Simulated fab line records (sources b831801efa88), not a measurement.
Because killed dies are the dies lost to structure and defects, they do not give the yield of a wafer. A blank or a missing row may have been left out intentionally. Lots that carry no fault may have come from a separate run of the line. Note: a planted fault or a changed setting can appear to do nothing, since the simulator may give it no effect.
Struck lot and sound lot, side by side || flow gf180mcu || 14 steps out of a route of 602
Sound: the wafers L583.3, L583.5, L583.6. Wafers L593.2, L593.3, L593.5 were the ones struck. The cause is given at the end.
Each step with rows lists, per side, the tool, then ch with its chambers, then its first start. Under that, the readings that differ: sound wafers || struck wafers || difference of the means || sigmas: that difference in standard deviations of wafers without a fault.
alike: words and numbers the same on both sides, and readings whose means are apart by under 2 such deviations; not compared: readings that were withheld, readings missing a value for some wafer, numbers with overlapping values and no deviation given by the record, and bounds like >300 which may hide the same value.
The two part at a step that has a row with sigmas, a row that says differs or no value, or rows on one side only. Numbers that don't overlap but have no deviation are shown without sigmas and don't part them. A reading missing from all wafers of one side parts the sides only when that side holds two or more wafers.

first, 3 steps without rows for these wafers: GF_HV_LDD_EXPOSE_04 (exposes mask Nplus LV AREA, target cd 400 nm); GF_HV_LDD_PEB_05; GF_HV_LDD_DEVELOP_06 (develop time 60 s).
GF_HV_LDD_CD_MEAS_07: the cd target is 400 nm.
  sound on cd_sem-02, day 10 11:44; struck on cd_sem-01, day 13 19:40
{"reading": "cd_nm (nm)", "sound": "401.5 402.0 399.4", "struck": "408.5 406.8 409.3", "difference": "+7.2", "sigmas": "+3"}
GF_HV_LDD_OVL_MEAS_08:
  sound on overlay-02, day 10 11:50; struck on overlay-01, day 13 19:47
  alike: HV_LDD_OVL
next, for these wafers, 1 step has no rows: GF_HV_LDD_IMPLANT_09.
GF_HV_LDD_STRIP_10: strips in O2/N2.
  sound on plasma_asher-04 ch 0,1, day 10 12:02; struck on plasma_asher-03 ch 0,1, day 13 19:58
  alike: drypump_motor_current_A, heater_power_w, oes_product_au, strip_time_to_endpoint_s
  not compared: rf_hours_counter_h
GF_HV_LDD_TW_MEAS_11:
  sound on film_metro-04, day 10 12:08; struck on film_metro-03, day 13 20:04
  alike: HV_LDD_TW
then, 4 steps without rows for these wafers: GF_HV_LDD_DEHYDRATE_12 (time 60 s); GF_HV_LDD_HMDS_13 (prime time 60 s); GF_HV_LDD_COAT_14 (resist thk 1000 nm); GF_HV_LDD_SOFTBAKE_15 (time 60 s).
GF_HV_LDD_EXPOSE_16: exposes mask Pplus LV AREA, target cd 400 nm.
  sound on iline_stepper-02 ch 0, day 10 21:44; struck on iline_stepper-01, day 14 06:33
  no value came back on the struck wafers for exposure_dose_mJ_cm2, focus_offset_nm (nm); on the sound wafers exposure_dose_mJ_cm2 reads 140.18 139.96 139.90
{"reading": "model.HV_LDD.overlay_y_nm (nm)", "sound": "1.046 1.046 1.046", "struck": "0.1144 0.1144 0.1144", "difference": -0.9316, "sigmas": ""}
  alike: mask
next, for these wafers, 1 step has no rows: GF_HV_LDD_PEB_17.

== WHERE THEY PART ==
Last at GF_HV_LDD_EXPOSE_16 as far as this record goes, first at GF_HV_LDD_CD_MEAS_07.

WHY: what the simulator had put in
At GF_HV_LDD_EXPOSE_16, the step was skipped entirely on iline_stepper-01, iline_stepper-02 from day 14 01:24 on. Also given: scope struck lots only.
